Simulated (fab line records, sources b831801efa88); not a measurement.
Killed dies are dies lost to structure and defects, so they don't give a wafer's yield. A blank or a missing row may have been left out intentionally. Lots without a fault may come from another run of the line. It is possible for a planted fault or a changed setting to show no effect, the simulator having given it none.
fab line records || flow gf180mcu
record {"lots": 6, "wafers": 18, "lastDay": 34}
route steps=602 shown MIM@518 M5@526
lots that met no fault: from a run of the same line without faults
startH: the number of hours between the record's first day and the start of the first shown wafer of the lot || waitH: time in hours since the lot's previous step || " as in the row above || L1.1+2: several wafers, shown together as one row || - no value present, or no start provided || * or withheld: withheld || < > ~ a bound
route shown NAME@n: names a module that has steps shown in the file, with the first one's number in the route || usual: mean/standard deviation taken from wafers without a fault || same: alike in all rows || chamber/n: place in a boat || sites: the reading at each site || _std_site: standard deviation across them || _edge_site: outer sites' mean less inner sites' || radiusMm: how far each site lies from the wafer's centre || mask NAME#n: copy n || behind: the most recent tool/chamber to have shaped the wafer || hold: what put the lot on hold/how long, in hours/how the hold closed || device: names the non-switching transistor (n, p or np) || end of line: the same wafers' tests at the end of the route || a step without rows: its recipe alone || killed: dies lost to structure and defects at the first sort, not the wafer's yield || map: a wafer's dies, x killed, . not, _ none there
set.NAME: setting as actually run; set.NAME@STEP: the setting as run at that earlier step || model.NAME: the simulator's own value behind a step, which no gauge read
lots at some steps of the route; a table a step, a row a wafer
services: the hour from which a tool's chamber was out of use, counted from the record's first day as startH (under 0 if before that day), plus the number of hours and why
## steps
# step GF_MIM_SOFTBAKE_15
# recipe {"tempC": 90, "timeS": 60, "resist": "NOVOLAK"}
# step GF_MIM_EXPOSE_16
# recipe {"maskId": "FuseTop", "targetCdNm": 2000, "na": 0.6, "sourceShape": "conventional", "sigmaOuter": 0.6, "doseMj": 140}
# step GF_MIM_PEB_17
# recipe {"tempC": "withheld", "timeS": "*", "resist": "NOVOLAK"}
# step GF_MIM_DEVELOP_18
# recipe {"developTimeS": 60, "devTempC": 23}
# step GF_MIM_METAL_ETCH_19
# recipe {"chemistry": "Cl2/BCl3", "maskMaterial": "NOVOLAK", "stopOn": "Si3N4", "targetDepthNm": 324.5, "pressureMtorr": 8, "icpW": 800, "biasW": 140, "Cl2_flow_sccm": 80, "bcl3FlowSccm": 40, "timeS": 54.1}
# usual {"biasW": "140.0/0.42", "chamberPressureMTorr": "7.999/0.0074", "drypumpMotorCurrentA": "5.63/0.27", "mfcCl2Sccm": "79.99/0.27", "oesProductAu": "0.952/0.0059", "throttleValvePct": "28.272/0.01"}
{"lot.wafer": "L410.2", "tool": "rieMetal-04", "chamber": 0, "startH": 665.50, "waitH": 0.1, "biasW": 140.5, "chamberPressureMTorr": 8.013, "drypumpMotorCurrentA": 5.92, "mfcCl2Sccm": 80.28, "oesProductAu": 0.965, "rfHoursCounterH": 11, "throttleValvePct": 28.258}
{"lot.wafer": "L410.4", "tool": "rieMetal-04", "chamber": 0, "startH": 665.50, "waitH": 0.1, "biasW": 140.3, "chamberPressureMTorr": 8.004, "drypumpMotorCurrentA": 5.93, "mfcCl2Sccm": 80.26, "oesProductAu": 0.951, "rfHoursCounterH": "-", "throttleValvePct": 28.273}
{"lot.wafer": "L410.5", "tool": "rieMetal-04", "chamber": 0, "startH": 665.50, "waitH": 0.1, "biasW": 140.6, "chamberPressureMTorr": 7.999, "drypumpMotorCurrentA": 5.91, "mfcCl2Sccm": 80.47, "oesProductAu": 0.954, "rfHoursCounterH": "-", "throttleValvePct": 28.267}
{"lot.wafer": "L411.1", "tool": "rieMetal-03", "chamber": 0, "startH": 665.81, "waitH": 0.1, "biasW": 138.9, "chamberPressureMTorr": 8.000, "drypumpMotorCurrentA": 5.77, "mfcCl2Sccm": 80.23, "oesProductAu": 0.955, "rfHoursCounterH": 1, "throttleValvePct": 28.266}
{"lot.wafer": "L411.2", "tool": "rieMetal-03", "chamber": 1, "startH": 665.81, "waitH": 0.1, "biasW": 139.8, "chamberPressureMTorr": 7.997, "drypumpMotorCurrentA": 5.85, "mfcCl2Sccm": 80.13, "oesProductAu": 0.950, "rfHoursCounterH": 7, "throttleValvePct": 28.284}
{"lot.wafer": "L411.5", "tool": "rieMetal-03", "chamber": 0, "startH": 665.81, "waitH": 0.1, "biasW": 140.0, "chamberPressureMTorr": 7.987, "drypumpMotorCurrentA": 5.79, "mfcCl2Sccm": 79.90, "oesProductAu": 0.954, "rfHoursCounterH": "-", "throttleValvePct": 28.275}
{"lot.wafer": "L418.3", "tool": "rieMetal-02", "chamber": 0, "startH": 720.62, "waitH": 0.1, "biasW": 139.9, "chamberPressureMTorr": 7.992, "drypumpMotorCurrentA": 5.31, "mfcCl2Sccm": 80.13, "oesProductAu": 0.945, "rfHoursCounterH": "-", "throttleValvePct": 28.272}
{"lot.wafer": "L418.4", "tool": "rieMetal-02", "chamber": 1, "startH": 720.62, "waitH": 0.1, "biasW": 139.5, "chamberPressureMTorr": 7.977, "drypumpMotorCurrentA": 5.12, "mfcCl2Sccm": 79.96, "oesProductAu": 0.944, "rfHoursCounterH": "-", "throttleValvePct": 28.305}
{"lot.wafer": "L418.5", "tool": "rieMetal-02", "chamber": 0, "startH": 720.62, "waitH": 0.1, "biasW": 140.0, "chamberPressureMTorr": 8.001, "drypumpMotorCurrentA": 5.30, "mfcCl2Sccm": 79.96, "oesProductAu": 0.955, "rfHoursCounterH": "-", "throttleValvePct": 28.272}
{"lot.wafer": "L419.2", "tool": "rieMetal-03", "chamber": 1, "startH": 721.86, "waitH": 0.1, "biasW": 139.7, "chamberPressureMTorr": 7.992, "drypumpMotorCurrentA": 5.83, "mfcCl2Sccm": 80.01, "oesProductAu": 0.947, "rfHoursCounterH": 8, "throttleValvePct": 28.279}
{"lot.wafer": "L419.3", "tool": "rieMetal-03", "chamber": 1, "startH": 721.86, "waitH": 0.1, "biasW": 139.6, "chamberPressureMTorr": 8.003, "drypumpMotorCurrentA": 5.82, "mfcCl2Sccm": 80.21, "oesProductAu": 0.949, "rfHoursCounterH": "-", "throttleValvePct": 28.273}
{"lot.wafer": "L419.4", "tool": "rieMetal-03", "chamber": 0, "startH": 721.86, "waitH": 0.1, "biasW": 140.1, "chamberPressureMTorr": 7.994, "drypumpMotorCurrentA": 5.78, "mfcCl2Sccm": 79.68, "oesProductAu": 0.944, "rfHoursCounterH": "-", "throttleValvePct": 28.258}
{"lot.wafer": "L421.1", "tool": "rieMetal-03", "chamber": 1, "startH": 739.24, "waitH": 0.1, "biasW": 140.0, "chamberPressureMTorr": 8.007, "drypumpMotorCurrentA": 5.85, "mfcCl2Sccm": 80.03, "oesProductAu": 0.945, "rfHoursCounterH": 9, "throttleValvePct": 28.284}
{"lot.wafer": "L421.2", "tool": "rieMetal-03", "chamber": 0, "startH": 739.24, "waitH": 0.1, "biasW": 141.0, "chamberPressureMTorr": 8.005, "drypumpMotorCurrentA": 5.79, "mfcCl2Sccm": 79.52, "oesProductAu": 0.943, "rfHoursCounterH": 4, "throttleValvePct": 28.281}
{"lot.wafer": "L421.5", "tool": "rieMetal-03", "chamber": 0, "startH": 739.24, "waitH": 0.1, "biasW": 140.5, "chamberPressureMTorr": 8.009, "drypumpMotorCurrentA": 5.77, "mfcCl2Sccm": 79.64, "oesProductAu": 0.953, "rfHoursCounterH": "-", "throttleValvePct": 28.259}
{"lot.wafer": "L423.2", "tool": "rieMetal-04", "chamber": 0, "startH": 754.00, "waitH": 0.1, "biasW": 139.6, "chamberPressureMTorr": 7.990, "drypumpMotorCurrentA": 5.87, "mfcCl2Sccm": 79.96, "oesProductAu": 0.949, "rfHoursCounterH": 15, "throttleValvePct": 28.278}
{"lot.wafer": "L423.3", "tool": "rieMetal-04", "chamber": 0, "startH": 754.00, "waitH": 0.1, "biasW": 139.7, "chamberPressureMTorr": 7.993, "drypumpMotorCurrentA": 5.90, "mfcCl2Sccm": 79.84, "oesProductAu": 0.954, "rfHoursCounterH": "-", "throttleValvePct": 28.265}
{"lot.wafer": "L423.6", "tool": "rieMetal-04", "chamber": 1, "startH": 754.00, "waitH": 0.1, "biasW": 139.6, "chamberPressureMTorr": 8.004, "drypumpMotorCurrentA": 5.70, "mfcCl2Sccm": 80.15, "oesProductAu": 0.946, "rfHoursCounterH": "-", "throttleValvePct": 28.273}
# step GF_MIM_STRIP_20
# recipe {"chemistry": "O2/N2", "powerW": 1400, "pressureMtorr": 1500, "platenTempC": 250, "o2FlowSccm": 3000, "n2FlowSccm": 300, "overashFraction": 0.5}
# usual {"chamberPressureMTorr": "1499.9/1.3", "drypumpMotorCurrentA": "5.7/0.57", "heaterPowerW": "329/31", "n2FlowSccm": "300.0/0.88", "o2FlowSccm": "3001/8.5", "oesProductAu": "0.691/0.005", "stripTimeToEndpointS": "11.20/0.038"}
{"lot.wafer": "L410.2", "tool": "plasmaAsher-02", "chamber": 1, "startH": 665.57, "waitH": 0.0, "chamberPressureMTorr": 1498.2, "drypumpMotorCurrentA": 5.8, "heaterPowerW": 318, "n2FlowSccm": 299.8, "o2FlowSccm": 3000, "oesProductAu": 0.684, "rfHoursCounterH": 57, "stripTimeToEndpointS": 11.15}
{"lot.wafer": "L410.4", "tool": "plasmaAsher-02", "chamber": 1, "startH": 665.57, "waitH": 0.0, "chamberPressureMTorr": 1498.9, "drypumpMotorCurrentA": 5.8, "heaterPowerW": 315, "n2FlowSccm": 299.9, "o2FlowSccm": 3004, "oesProductAu": 0.687, "rfHoursCounterH": "-", "stripTimeToEndpointS": 11.16}
{"lot.wafer": "L410.5", "tool": "plasmaAsher-02", "chamber": 0, "startH": 665.57, "waitH": 0.0, "chamberPressureMTorr": 1497.8, "drypumpMotorCurrentA": 5.0, "heaterPowerW": 298, "n2FlowSccm": 299.2, "o2FlowSccm": 2998, "oesProductAu": 0.680, "rfHoursCounterH": "-", "stripTimeToEndpointS": 11.20}
{"lot.wafer": "L411.1", "tool": "plasmaAsher-03", "chamber": 1, "startH": 665.88, "waitH": 0.0, "chamberPressureMTorr": 1500.3, "drypumpMotorCurrentA": 5.1, "heaterPowerW": 375, "n2FlowSccm": 298.9, "o2FlowSccm": 2987, "oesProductAu": 0.688, "rfHoursCounterH": 112, "stripTimeToEndpointS": 11.23}
{"lot.wafer": "L411.2", "tool": "plasmaAsher-03", "chamber": 0, "startH": 665.88, "waitH": 0.0, "chamberPressureMTorr": 1500.3, "drypumpMotorCurrentA": 6.0, "heaterPowerW": 281, "n2FlowSccm": 299.1, "o2FlowSccm": 3009, "oesProductAu": 0.687, "rfHoursCounterH": 112, "stripTimeToEndpointS": 11.26}
{"lot.wafer": "L411.5", "tool": "plasmaAsher-03", "chamber": 0, "startH": 665.88, "waitH": 0.0, "chamberPressureMTorr": 1501.4, "drypumpMotorCurrentA": 6.1, "heaterPowerW": 296, "n2FlowSccm": 298.5, "o2FlowSccm": 3015, "oesProductAu": 0.688, "rfHoursCounterH": "-", "stripTimeToEndpointS": 11.22}
{"lot.wafer": "L418.3", "tool": "plasmaAsher-02", "chamber": 0, "startH": 720.70, "waitH": 0.1, "chamberPressureMTorr": 1499.5, "drypumpMotorCurrentA": 5.0, "heaterPowerW": 296, "n2FlowSccm": 300.5, "o2FlowSccm": 2984, "oesProductAu": 0.695, "rfHoursCounterH": "-", "stripTimeToEndpointS": 11.22}
{"lot.wafer": "L418.4", "tool": "plasmaAsher-02", "chamber": 1, "startH": 720.70, "waitH": 0.1, "chamberPressureMTorr": 1499.5, "drypumpMotorCurrentA": 5.8, "heaterPowerW": 320, "n2FlowSccm": 299.8, "o2FlowSccm": 2996, "oesProductAu": 0.693, "rfHoursCounterH": "-", "stripTimeToEndpointS": 11.27}
{"lot.wafer": "L418.5", "tool": "plasmaAsher-02", "chamber": 1, "startH": 720.70, "waitH": 0.1, "chamberPressureMTorr": 1499.1, "drypumpMotorCurrentA": 5.8, "heaterPowerW": 331, "n2FlowSccm": 299.3, "o2FlowSccm": 2991, "oesProductAu": 0.689, "rfHoursCounterH": "-", "stripTimeToEndpointS": 11.22}
{"lot.wafer": "L419.2", "tool": "plasmaAsher-03", "chamber": 0, "startH": 721.93, "waitH": 0.0, "chamberPressureMTorr": 1501.2, "drypumpMotorCurrentA": 6.0, "heaterPowerW": 297, "n2FlowSccm": 299.8, "o2FlowSccm": 3009, "oesProductAu": 0.698, "rfHoursCounterH": 118, "stripTimeToEndpointS": 11.23}
{"lot.wafer": "L419.3", "tool": "plasmaAsher-03", "chamber": 1, "startH": 721.93, "waitH": 0.0, "chamberPressureMTorr": 1500.1, "drypumpMotorCurrentA": 5.0, "heaterPowerW": 373, "n2FlowSccm": 299.9, "o2FlowSccm": 2996, "oesProductAu": 0.704, "rfHoursCounterH": "-", "stripTimeToEndpointS": 11.25}
{"lot.wafer": "L419.4", "tool": "plasmaAsher-03", "chamber": 0, "startH": 721.93, "waitH": 0.0, "chamberPressureMTorr": 1500.2, "drypumpMotorCurrentA": 6.0, "heaterPowerW": 283, "n2FlowSccm": 300.6, "o2FlowSccm": 3003, "oesProductAu": 0.695, "rfHoursCounterH": "-", "stripTimeToEndpointS": 11.24}
{"lot.wafer": "L421.1", "tool": "plasmaAsher-02", "chamber": 1, "startH": 739.31, "waitH": 0.0, "chamberPressureMTorr": 1503.3, "drypumpMotorCurrentA": 5.8, "heaterPowerW": 321, "n2FlowSccm": 299.7, "o2FlowSccm": 2997, "oesProductAu": 0.695, "rfHoursCounterH": 65, "stripTimeToEndpointS": 11.22}
{"lot.wafer": "L421.2", "tool": "plasmaAsher-02", "chamber": 0, "startH": 739.31, "waitH": 0.0, "chamberPressureMTorr": 1499.8, "drypumpMotorCurrentA": 5.0, "heaterPowerW": 301, "n2FlowSccm": 299.2, "o2FlowSccm": 3009, "oesProductAu": 0.686, "rfHoursCounterH": 65, "stripTimeToEndpointS": 11.19}
{"lot.wafer": "L421.5", "tool": "plasmaAsher-02", "chamber": 0, "startH": 739.31, "waitH": 0.0, "chamberPressureMTorr": 1498.8, "drypumpMotorCurrentA": 5.0, "heaterPowerW": 300, "n2FlowSccm": 300.3, "o2FlowSccm": 3001, "oesProductAu": 0.693, "rfHoursCounterH": "-", "stripTimeToEndpointS": 11.25}
{"lot.wafer": "L423.2", "tool": "plasmaAsher-03", "chamber": 1, "startH": 754.07, "waitH": 0.0, "chamberPressureMTorr": 1499.0, "drypumpMotorCurrentA": 5.1, "heaterPowerW": 391, "n2FlowSccm": 300.3, "o2FlowSccm": 3006, "oesProductAu": 0.694, "rfHoursCounterH": 1, "stripTimeToEndpointS": 11.19}
{"lot.wafer": "L423.3", "tool": "plasmaAsher-03", "chamber": 0, "startH": 754.07, "waitH": 0.0, "chamberPressureMTorr": 1497.7, "drypumpMotorCurrentA": 6.0, "heaterPowerW": 303, "n2FlowSccm": 300.8, "o2FlowSccm": 3009, "oesProductAu": 0.695, "rfHoursCounterH": "-", "stripTimeToEndpointS": 11.19}
{"lot.wafer": "L423.6", "tool": "plasmaAsher-03", "chamber": 0, "startH": 754.07, "waitH": 0.0, "chamberPressureMTorr": 1500.2, "drypumpMotorCurrentA": 6.0, "heaterPowerW": 301, "n2FlowSccm": 300.6, "o2FlowSccm": 3009, "oesProductAu": 0.690, "rfHoursCounterH": "-", "stripTimeToEndpointS": 11.21}
# step GF_MIM_STRIP_21
# recipe {"chemistry": "postEtchResidueRemover", "timeS": 1200, "tempC": 72.5}
# step GF_MIM_CLEAN_22
# recipe {"chemistry": "DIW", "dry": "n2Spin"}
# step GF_M5_DEHYDRATE_00
# recipe {"tempC": 200, "timeS": 60}
# step GF_M5_HMDS_01
# recipe {"primeTimeS": 60, "primeTempC": 120}
# step GF_M5_COAT_02
# recipe {"resist": "KrF", "spinRpm": "withheld", "resistThkNm": 1000}
# step GF_M5_SOFTBAKE_03
# recipe {"tempC": 130, "timeS": 60, "resist": "KrF"}
# step GF_M5_EXPOSE_04
# recipe {"maskId": "Metal5", "targetCdNm": 280, "na": 0.68, "sourceShape": "conventional", "sigmaOuter": 0.6, "doseMj": 28}
# usual {"exposureDoseMJCm2": "27.949/0.027", "focusOffsetNm": "0.0/0.53"}
{"lot.wafer": "L410.2", "tool": "krfScanner-01", "chamber": "-", "startH": 675.69, "waitH": "-", "mask": "Metal5#0", "exposureDoseMJCm2": "-", "focusOffsetNm": "-"}
{"lot.wafer": "L410.4", "tool": "krfScanner-01", "chamber": "-", "startH": 675.69, "waitH": "-", "mask": "Metal5#0", "exposureDoseMJCm2": "-", "focusOffsetNm": "-"}
{"lot.wafer": "L410.5", "tool": "krfScanner-01", "chamber": "-", "startH": 675.69, "waitH": "-", "mask": "Metal5#0", "exposureDoseMJCm2": "-", "focusOffsetNm": "-"}
{"lot.wafer": "L411.1", "tool": "krfScanner-02", "chamber": "-", "startH": 676.27, "waitH": "-", "mask": "Metal5#0", "exposureDoseMJCm2": "-", "focusOffsetNm": "-"}
{"lot.wafer": "L411.2", "tool": "krfScanner-02", "chamber": "-", "startH": 676.27, "waitH": "-", "mask": "Metal5#0", "exposureDoseMJCm2": "-", "focusOffsetNm": "-"}
{"lot.wafer": "L411.5", "tool": "krfScanner-02", "chamber": "-", "startH": 676.27, "waitH": "-", "mask": "Metal5#0", "exposureDoseMJCm2": "-", "focusOffsetNm": "-"}
{"lot.wafer": "L418.3", "tool": "krfScanner-01", "chamber": 0, "startH": 730.11, "waitH": "-", "mask": "Metal5#0", "exposureDoseMJCm2": 27.918, "focusOffsetNm": -0.1}
{"lot.wafer": "L418.4", "tool": "krfScanner-01", "chamber": 0, "startH": 730.11, "waitH": "-", "mask": "Metal5#0", "exposureDoseMJCm2": 27.928, "focusOffsetNm": 0.2}
{"lot.wafer": "L418.5", "tool": "krfScanner-01", "chamber": 0, "startH": 730.11, "waitH": "-", "mask": "Metal5#0", "exposureDoseMJCm2": 27.957, "focusOffsetNm": 0.0}
{"lot.wafer": "L419.2", "tool": "krfScanner-02", "chamber": 0, "startH": 731.39, "waitH": "-", "mask": "Metal5#0", "exposureDoseMJCm2": 27.947, "focusOffsetNm": -0.4}
{"lot.wafer": "L419.3", "tool": "krfScanner-02", "chamber": 0, "startH": 731.39, "waitH": "-", "mask": "Metal5#0", "exposureDoseMJCm2": 27.970, "focusOffsetNm": 0.0}
{"lot.wafer": "L419.4", "tool": "krfScanner-02", "chamber": 0, "startH": 731.39, "waitH": "-", "mask": "Metal5#0", "exposureDoseMJCm2": 27.950, "focusOffsetNm": 0.1}
{"lot.wafer": "L421.1", "tool": "krfScanner-02", "chamber": 0, "startH": 748.32, "waitH": "-", "mask": "Metal5#0", "exposureDoseMJCm2": 27.931, "focusOffsetNm": -0.4}
{"lot.wafer": "L421.2", "tool": "krfScanner-02", "chamber": 0, "startH": 748.32, "waitH": "-", "mask": "Metal5#0", "exposureDoseMJCm2": 27.988, "focusOffsetNm": 0.4}
{"lot.wafer": "L421.5", "tool": "krfScanner-02", "chamber": 0, "startH": 748.32, "waitH": "-", "mask": "Metal5#0", "exposureDoseMJCm2": 27.966, "focusOffsetNm": 0.0}
{"lot.wafer": "L423.2", "tool": "krfScanner-02", "chamber": 0, "startH": 762.61, "waitH": "-", "mask": "Metal5#0", "exposureDoseMJCm2": 27.929, "focusOffsetNm": 1.3}
{"lot.wafer": "L423.3", "tool": "krfScanner-02", "chamber": 0, "startH": 762.61, "waitH": "-", "mask": "Metal5#0", "exposureDoseMJCm2": 27.946, "focusOffsetNm": 0.6}
{"lot.wafer": "L423.6", "tool": "krfScanner-02", "chamber": 0, "startH": 762.61, "waitH": "-", "mask": "Metal5#0", "exposureDoseMJCm2": 27.907, "focusOffsetNm": 0.7}
# step GF_M5_PEB_05
# recipe {"pebTempC": 135, "pebTimeS": 90, "resist": "KrF"}
## services
{"tool": "krfScanner-01", "chamber": "-", "startH": 646.88, "hours": 0.8, "kind": "pm"}
{"tool": "krfScanner-01", "chamber": "-", "startH": 663.57, "hours": 2.3, "kind": "repair"}
{"tool": "plasmaAsher-03", "chamber": "-", "startH": 684.89, "hours": 2.4, "kind": "repair"}
{"tool": "krfScanner-02", "chamber": 0, "startH": 688.93, "hours": "-", "kind": "calibration"}
{"tool": "rieMetal-02", "chamber": "-", "startH": 707.43, "hours": 1.4, "kind": "pm"}
{"tool": "rieMetal-03", "chamber": "-", "startH": 714.82, "hours": 2.8, "kind": "pm"}
{"tool": "krfScanner-01", "chamber": "-", "startH": 722.06, "hours": 1.0, "kind": "pm"}
{"tool": "krfScanner-01", "chamber": "-", "startH": 725.04, "hours": 1.3, "kind": "pm"}
{"tool": "krfScanner-02", "chamber": "-", "startH": 726.34, "hours": 1.0, "kind": "pm"}
{"tool": "krfScanner-02", "chamber": "-", "startH": 727.45, "hours": 1.3, "kind": "repair"}
{"tool": "plasmaAsher-03", "chamber": "-", "startH": 733.75, "hours": 9.0, "kind": "pm"}
{"tool": "plasmaAsher-03", "chamber": 0, "startH": 733.75, "hours": 9.0, "kind": "ventCycle"}
{"tool": "plasmaAsher-03", "chamber": 1, "startH": 733.75, "hours": 9.0, "kind": "ventCycle"}
{"tool": "rieMetal-03", "chamber": 1, "startH": 741.21, "hours": 6.8, "kind": "repair"}
{"tool": "plasmaAsher-03", "chamber": 0, "startH": 742.75, "hours": "-", "kind": "clean"}
{"tool": "plasmaAsher-03", "chamber": 1, "startH": 742.75, "hours": "-", "kind": "clean"}
{"tool": "rieMetal-02", "chamber": 0, "startH": 755.77, "hours": "-", "kind": "clean"}
{"tool": "rieMetal-02", "chamber": 0, "startH": 755.77, "hours": 31.8, "kind": "scheduledDown"}
{"tool": "rieMetal-02", "chamber": 0, "startH": 755.77, "hours": 31.8, "kind": "ventCycle"}
## key
firstSign {"step": "GF_M5_EXPOSE_04", "reading": "toolRecord", "direction": "missing"}
effect none on later readings
metAt GF_M5_EXPOSE_04
struckWafers L410.2,L410.4,L410.5,L411.1,L411.2,L411.5
laterRowsLeftOut L410.2,L410.4,L410.5,L411.1,L411.2,L411.5
sortLeftOut L410.2,L410.4,L410.5,L411.1,L411.2,L411.5
fault {"kind": "skippedStepWhole", "tool": "krfScanner-01,krfScanner-02", "chamber": "-", "onsetH": 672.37, "steps": "GF_M5_EXPOSE_04", "scope": "struckLotsOnly"}
# sortLeftOut: the simulated sort isn't trusted on such a fault, so these wafers' sort isn't shown, and their yield isn't known
# laterRowsLeftOut: the simulator's readings of these wafers behind a module that went badly wrong aren't trusted and aren't shown, but for the sort
